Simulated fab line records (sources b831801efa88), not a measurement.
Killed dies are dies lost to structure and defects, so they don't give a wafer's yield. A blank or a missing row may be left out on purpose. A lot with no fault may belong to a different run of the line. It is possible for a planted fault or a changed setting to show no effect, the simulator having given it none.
2 desks, one fault + flow sky130 + what lay behind the numbers comes last; until then each desk has only its own

AT THE METROLOGY DESK
What the gauges read, lot by lot, whatever tool the lot ran on: means of the sampled wafers that have a number. Any lot whose mean is over 4 standard deviations away from the usual mean is out of limits and marked OUT; that distance is given in the brackets.
Columns: A = LI_CONTACT_W_RS at SKY_LI_CONTACT_RS_MEAS_22, usual 0.285 ohm/sq; B = LI_CONTACT_W_THK at SKY_LI_CONTACT_THK_MEAS_23, usual 384 nm; C = LOCAL_INTERCONNECT_OVL at SKY_LOCAL_INTERCONNECT_OVL_MEAS_12, usual -1 nm
| lot  | first seen here | A                | B              | C  |
|------|-----------------|------------------|----------------|----|
| L483 | day 29 07:34    | 0.292            | 374            | -4 |
| L485 | day 30 04:17    | 0.285            | 388            | -2 |
| L486 | day 30 14:41    | 0.286            | 386            | 1  |
| L488 | day 31 07:37    | 0.285            | 379            | -2 |
| L490 | day 31 14:50    | 0.287            | 381            | -6 |
| L491 | day 32 06:37    | 0.286            | 385            | -0 |
| L492 | day 32 15:01    | 0.282            | 390            | -1 |
| L493 | day 32 23:01    | 0.285            | 385            | 2  |
| L498 | day 35 13:34    | 0.256 (-9.2) OUT | 431 (+8.9) OUT | 7  |
| L501 | day 35 16:20    | 0.249 (-11) OUT  | 452 (+13) OUT  | -5 |
| L500 | day 36 00:47    | 0.242 (-14) OUT  | 457 (+14) OUT  | 1  |
| L504 | day 36 10:49    | 0.283            | 386            | -7 |
This desk's finding: out of limits on L498, L500, L501; first on L498, day 35 13:34 (LI_CONTACT_W_RS at SKY_LI_CONTACT_RS_MEAS_22). L483, L485, L486, L488, L490, L491, L492, L493, L504: within limits.

TOOL OWNER'S DESK, cvd-w-01
The tool's own readings at SKY_LI_CONTACT_CVD_21 (deposits W, target thk 400 nm, time 120.56 s): means of the sampled wafers that have a number, for each lot that ran on this tool. Any lot whose mean is over 4 standard deviations away from the usual mean is out of limits and marked OUT; that distance is given in the brackets.
Columns: A = heater-power-w at SKY_LI_CONTACT_CVD_21, usual 926 W
| lot  | first seen here | A   |
|------|-----------------|-----|
| L483 | day 29 07:27    | 882 |
| L485 | day 30 04:10    | 891 |
| L486 | day 30 14:34    | 892 |
| L488 | day 31 07:28    | 908 |
| L491 | day 32 06:28    | 895 |
| L492 | day 32 14:52    | 898 |
| L493 | day 32 22:52    | 901 |
| L498 | day 35 13:25    | 880 |
| L501 | day 35 16:12    | 881 |
| L500 | day 36 00:40    | 886 |
This desk's finding: nothing out of limits on any of the 10 lots.

TAKEN TOGETHER
L498, L500, L501 would have let the metrology desk raise an alarm at day 35 13:34.
Nothing out of limits was seen by the tool owner's desk.
On record at the tool owner's desk: L498, L500, L501, within its limits.
Of the lots named, all ran SKY_LI_CONTACT_CVD_21 on cvd-w-01.

WHAT THE SIMULATOR HAD PUT IN
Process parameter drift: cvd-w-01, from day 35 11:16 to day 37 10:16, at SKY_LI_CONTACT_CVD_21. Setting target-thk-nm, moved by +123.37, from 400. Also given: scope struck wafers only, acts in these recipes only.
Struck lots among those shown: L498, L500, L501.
Time in hours between the start of the fault and the first out-of-limits reading at each desk: metrology desk, 2.
